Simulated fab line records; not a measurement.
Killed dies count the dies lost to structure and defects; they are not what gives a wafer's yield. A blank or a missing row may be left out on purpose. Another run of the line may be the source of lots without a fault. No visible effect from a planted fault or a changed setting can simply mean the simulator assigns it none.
Which tool did it? -- flow gf180mcu -- 10 lots with 30 wafers sampled at 6 steps, on a route of 602 steps

## WHAT THE GAUGES READ, wafer by wafer
GF_V5_CD_MEAS_14: the cd target is 260 nm. Usual: 260.0 nm for cd_nm, sd 1.3.
lot,measured,on,cd_nm (nm),flag
L522,day 26 23:33,cd_sem-02,260.1 259.2 259.8,
L524,day 27 12:56,cd_sem-02,261.2 261.7 262.0,
L527,day 29 04:29,cd_sem-01,258.2 258.3 260.0,
L528,day 29 14:13,cd_sem-01,259.5 260.4 260.6,
L534,day 31 01:48,cd_sem-01,258.7 259.6 259.3,
L536,day 31 08:14,cd_sem-02,260.1 262.2 260.1,
L539,day 32 02:44,cd_sem-02,260.1 260.5 261.3,
L540,day 32 10:42,cd_sem-01,259.4 259.5 260.2,
L542,day 32 22:25,cd_sem-01,263.1 262.8 261.9,
L544,day 33 06:55,cd_sem-01,260.1 261.6 260.6,

GF_V5_RS_MEAS_24: the measuring method here is four-point-probe. Usual: V5_W_RS 0.325 ohm/sq, standard deviation 0.0037.
lot,measured,on,V5_W_RS (ohm/sq),flag
L522,day 27 00:38,film_metro-02,0.327 0.327 0.331,
L524,day 27 13:59,film_metro-02,0.334 0.333 0.328,
L527,day 29 05:38,film_metro-03,0.327 0.325 0.319,
L528,day 29 15:22,film_metro-02,0.330 0.328 0.329,
L534,day 31 02:52,film_metro-04,0.322 0.322 0.325,
L536,day 31 09:19,film_metro-02,0.332 0.212 0.322,OFF
L539,day 32 03:48,film_metro-03,0.323 0.322 0.319,
L540,day 32 11:46,film_metro-04,0.330 0.330 0.329,
L542,day 32 23:28,film_metro-02,0.324 0.322 0.324,
L544,day 33 07:59,film_metro-02,0.326 0.326 0.325,

GF_V5_THK_MEAS_25: measures by xrf. Usual: V5_W_THK 344 nm, standard deviation 5.2.
lot,measured,on,V5_W_THK (nm),flag
L522,day 27 00:44,film_metro-02,341 338 336,
L524,day 27 14:05,film_metro-02,330 333 338,
L527,day 29 05:44,film_metro-03,344 345 354,
L528,day 29 15:29,film_metro-02,336 340 336,
L534,day 31 02:59,film_metro-04,352 354 350,
L536,day 31 09:26,film_metro-02,337 525 348,OFF
L539,day 32 03:55,film_metro-03,350 348 351,
L540,day 32 11:53,film_metro-04,345 345 347,
L542,day 32 23:35,film_metro-02,344 343 343,
L544,day 33 08:06,film_metro-02,340 339 340,

## WHICH TOOL RAN EACH LOT (tool, then ch and the chambers of the sampled wafers, then the start)
lot,GF_MIM_STRIP_20,GF_M5_STRIP_11,GF_V5_CVD_23
L522,"plasma_asher-01 ch 0,1, day 25 03:24","plasma_asher-04 ch 0,1, day 26 01:22","cvd_w-01 ch 0,1, day 27 00:30"
L524,"plasma_asher-02 ch 0,1, day 25 17:56","plasma_asher-02 ch 0,1, day 26 15:41","cvd_w-02 ch 0,1, day 27 13:52"
L527,"plasma_asher-03 ch 0,1, day 27 11:22","plasma_asher-04 ch 0,1, day 28 08:08","cvd_w-01 ch 0,1, day 29 05:30"
L528,"plasma_asher-02 ch 0,1, day 27 22:59","plasma_asher-04 ch 0,1, day 28 18:59","cvd_w-02 ch 0,1, day 29 15:15"
L534,"plasma_asher-03 ch 0, day 29 11:14","plasma_asher-04 ch 0,1, day 30 06:18","cvd_w-01 ch 0,1, day 31 02:45"
L536,"plasma_asher-02 ch 0,1, day 29 18:13","plasma_asher-04 ch 0,1, day 30 13:14","cvd_w-02 ch 0,1, day 31 09:12"
L539,"plasma_asher-03 ch 0,1, day 30 13:19","plasma_asher-02 ch 0,1, day 31 08:11","cvd_w-01 ch 0,1, day 32 03:41"
L540,"plasma_asher-03 ch 0,1, day 30 22:18","plasma_asher-01 ch 0,1, day 31 16:51","cvd_w-01 ch 0,1, day 32 11:39"
L542,"plasma_asher-03 ch 0,1, day 31 09:55","plasma_asher-04 ch 0,1, day 32 04:02","cvd_w-01 ch 0,1, day 32 23:20"
L544,"plasma_asher-01 ch 0,1, day 31 20:28","plasma_asher-04 ch 1, day 32 13:50","cvd_w-01 ch 0,1, day 33 07:52"
- GF_MIM_STRIP_20: strips in O2/N2.
- GF_M5_STRIP_11: strips in O2/N2.
- GF_V5_CVD_23: deposits W, target thk 350 nm, time 104.9 s.

## AS READ BY THE TOOLS THEMSELVES (means over the sampled wafers that have a number; for cases with no such wafer, the mark the record gives instead)
GF_MIM_STRIP_20. Usual: drypump_motor_current_A 6.0 A, standard deviation 0.51; heater_power_w 344 W, standard deviation 22; oes_product_au 0.692 a.u., standard deviation 0.0047; strip_time_to_endpoint_s 11.22 s, standard deviation 0.033.
lot,tool,drypump_motor_current_A (A),heater_power_w (W),oes_product_au (a.u.),strip_time_to_endpoint_s (s),flag
L522,plasma_asher-01,5.9,344,0.695,11.26,
L524,plasma_asher-02,5.9,344,0.692,11.23,
L527,plasma_asher-03,5.8,332,0.693,11.22,
L528,plasma_asher-02,6.3,356,0.688,11.18,
L534,plasma_asher-03,5.9,349,0.689,11.23,
L536,plasma_asher-02,6.3,362,0.689,11.21,
L539,plasma_asher-03,5.9,336,0.693,11.27,
L540,plasma_asher-03,5.9,344,0.693,11.25,
L542,plasma_asher-03,5.8,332,0.690,11.23,
L544,plasma_asher-01,5.9,342,0.690,11.24,

GF_M5_STRIP_11. Usual: drypump_motor_current_A 5.7 A, standard deviation 0.57; heater_power_w 326 W, standard deviation 29; oes_product_au 0.544 a.u., standard deviation 0.0048; strip_time_to_endpoint_s 7.55 s, standard deviation 0.046.
lot,tool,drypump_motor_current_A (A),heater_power_w (W),oes_product_au (a.u.),strip_time_to_endpoint_s (s),flag
L522,plasma_asher-04,5.2,302,0.545,7.51,
L524,plasma_asher-02,6.3,355,0.542,7.50,
L527,plasma_asher-04,5.3,307,0.542,7.49,
L528,plasma_asher-04,5.2,303,0.543,7.56,
L534,plasma_asher-04,5.2,307,0.542,7.52,
L536,plasma_asher-04,5.2,304,0.540,7.52,
L539,plasma_asher-02,5.9,349,0.545,7.52,
L540,plasma_asher-01,5.8,325,0.546,7.57,
L542,plasma_asher-04,5.2,298,0.546,7.61,
L544,plasma_asher-04,5.2,299,0.547,7.59,

GF_V5_CVD_23. Usual: heater_power_outer_w 530 W, standard deviation 90; heater_power_w 840 W, standard deviation 110.
lot,tool,heater_power_outer_w (W),heater_power_w (W),flag
L522,cvd_w-01,591,918,
L524,cvd_w-02,510,817,
L527,cvd_w-01,524,851,
L528,cvd_w-02,474,770,
L534,cvd_w-01,539,844,
L536,cvd_w-02,459,760,
L539,cvd_w-01,538,832,
L540,cvd_w-01,537,843,
L542,cvd_w-01,544,846,
L544,cvd_w-01,609,917,

## THE ANSWER, worked out from the rows above alone
Rule: a lot counts as off when the mean over its wafers that have a number is more than 3 standard deviations away from the usual mean. Also off: a lot with no number at a reading for which 4 or more lots have one. Any other lot the step has rows for is counted as sound. The gauges are gone through in route order, then the tools' own readings, and for those a lot's mean is taken as printed above. At the first step where some lot is off, the reading lying furthest off is the one used; lots without a number count as furthest.
Off: at GF_V5_RS_MEAS_24 (V5_W_RS), L536.
If a tool, at a process step before that reading, ran all the lots that are off and no sound lot after the first of them, it fits. The gauges at GF_V5_RS_MEAS_24 are tried like those tools. This does not decide it: 2 tools fit, namely plasma_asher-02 at GF_MIM_STRIP_20 and cvd_w-02 at GF_V5_CVD_23.

## WHAT THE SIMULATOR HAD PUT IN
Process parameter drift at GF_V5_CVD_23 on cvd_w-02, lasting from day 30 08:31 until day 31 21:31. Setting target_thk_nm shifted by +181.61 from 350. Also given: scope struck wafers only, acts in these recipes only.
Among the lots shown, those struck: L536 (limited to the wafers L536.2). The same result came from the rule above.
